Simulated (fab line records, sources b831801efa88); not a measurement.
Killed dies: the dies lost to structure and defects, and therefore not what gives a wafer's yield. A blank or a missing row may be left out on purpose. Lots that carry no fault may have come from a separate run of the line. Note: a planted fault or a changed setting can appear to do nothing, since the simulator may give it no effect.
Struck lot and sound lot, side by side    flow gf180mcu    15 out of 602 route steps
Sound: the wafers L957.1, L957.4, L957.6. Struck: wafer L961.5. (L961.4, L961.6 of the same lot were not struck and are left out.) The cause comes at the end.
At each step with rows: each side's tool, then ch and its chambers, then its first start. Under that, the readings that differ: sound wafers    struck wafers    difference of the means    sigmas: that difference in standard deviations of wafers without a fault.
alike: a reading whose means differ by less than 2 such deviations, as well as words and numbers matching on both sides. not compared: withheld readings; readings where some wafer has no value; bounds like >300 that might hide an equal value; numbers whose values overlap and for which the record gives no deviation.
The two part at a step that has a row with sigmas, a row that says differs or no value, or rows on one side only. Numbers that have no deviation but don't overlap get no sigmas and don't part them. A reading that every wafer of one side lacks parts them only if that side has two wafers or more.

first, 3 steps without rows for these wafers: GF_STI_WET_ETCH_27 (etches Si3N4 in H3PO4, target depth 160 nm, time 1825 s); GF_STI_WET_ETCH_28 (etches SiO2 in dHF, target depth 20 nm, time 40 s); GF_STI_OXIDATION_29 (stabilise 600 s, purge 300 s, target thk 10 nm).
GF_STI_THK_MEAS_30:
  sound: film_metro-02 at day 2 06:02; struck: film_metro-02 at day 3 04:34
  alike: STI_OXIDATION_02_THK
then, 8 steps without rows for these wafers: GF_DNWELL_DEHYDRATE_00 (time 60 s); GF_DNWELL_HMDS_01 (prime time 60 s); GF_DNWELL_COAT_02 (resist thk 3000 nm); GF_DNWELL_SOFTBAKE_03; GF_DNWELL_EXPOSE_04 (exposes mask DNWELL, target cd 1700 nm); GF_DNWELL_PEB_05; GF_DNWELL_DEVELOP_06 (develop time 60 s); GF_DNWELL_IMPLANT_07.
GF_DNWELL_STRIP_08: strips in O2/N2.
  sound on plasma_asher-04 ch 0,1, day 2 18:55; struck on plasma_asher-04 ch 0, day 3 17:37
reading                       sound                 struck  difference  sigmas
oes_product_au (a.u.)         0.721 0.725 0.722     0.775   +0.052      +11
platen_temp_c (C)             250.09 250.42 250.12  255.87  +5.66       +30
strip_time_to_endpoint_s (s)  37.07 37.11 37.04     33.19   -3.88       -40
  alike: drypump_motor_current_A, heater_power_w, n2_flow_sccm
  not compared: rf_hours_counter_h
GF_DNWELL_TW_MEAS_09:
  sound: film_metro-03 at day 2 19:01; struck: film_metro-04 at day 3 17:43
  alike: DNWELL_TW
GF_PASSIVATION_PROBE_99:
  the record has rows for the sound wafers here (prober-01, day 28 19:07) and none for the struck ones

== WHERE THEY PART ==
First at GF_DNWELL_STRIP_08; last, within this record, at GF_PASSIVATION_PROBE_99.

WHY: what the simulator had put in
plasma_asher-04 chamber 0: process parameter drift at GF_DNWELL_STRIP_08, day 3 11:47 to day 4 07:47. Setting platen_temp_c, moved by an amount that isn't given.
